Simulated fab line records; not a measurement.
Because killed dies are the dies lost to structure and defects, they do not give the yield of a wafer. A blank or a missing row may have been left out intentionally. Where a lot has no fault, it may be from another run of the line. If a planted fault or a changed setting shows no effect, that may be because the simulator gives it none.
What tool caused it? -- flow sky130 -- route of 708 steps, sampled at 1 step: 12 lots, 36 wafers

## WHAT THE GAUGES SHOWED, per wafer
SKY_LI_CONTACT_OVL_MEAS_13.
lot,measured,on,LI_CONTACT_OVL (nm)
L677,day 29 16:30,overlay-01,-7 -3 -1
L680,day 30 20:53,overlay-02,0 4 7
L682,day 31 16:29,overlay-02,8 0 4
L683,day 31 17:37,overlay-02,11 1 -4
L684,day 32 19:57,overlay-01,-8 -11 -2
L685,day 32 21:03,overlay-02,9 -3 4
L690,day 34 11:40,overlay-01,10 3 10
L691,day 34 12:50,overlay-02,4 6 -6
L693,day 35 08:28,overlay-02,0 10 7
L696,day 36 07:47,overlay-02,5 5 8
L698,day 36 11:08,overlay-01,-2 6 -1
L697,day 36 12:57,overlay-02,-5 -2 2

## WHICH TOOL RAN EACH LOT (tool, then ch and the chambers of the sampled wafers, then the start)
The record holds no process step before these readings.

## WHAT THE TOOLS THEMSELVES READ (means of the sampled wafers that have a number; where no wafer has one, the mark that the record gives instead)
The record holds no such reading with a usual standard deviation.

## THE ANSWER, worked out from the rows above alone
Rule: the usual values come from the lots themselves. The widest of any qualifying gaps counts: lots, ordered by their means at a reading, are off when they make up no more than a third of the lots, leave a main group of 4 or more, and stand apart from it by 3 or more times the standard deviation of that group's means. Not used: any main group whose means are identical at the precision the tables above print for the reading. A lot without any number at a reading at which 4 lots or more have one is off too. All remaining lots with rows at the step are treated as sound. After the gauges, taken in route order, come the tools' own readings; for these a lot's mean is taken, as printed above. The first step at which some lot is off is used, and at that step the reading that is off furthest; a lot without a number counts as furthest.
No lot is off on any of the readings shown, so nothing can be concluded from this.

## WHAT THE SIMULATOR HAD INSERTED
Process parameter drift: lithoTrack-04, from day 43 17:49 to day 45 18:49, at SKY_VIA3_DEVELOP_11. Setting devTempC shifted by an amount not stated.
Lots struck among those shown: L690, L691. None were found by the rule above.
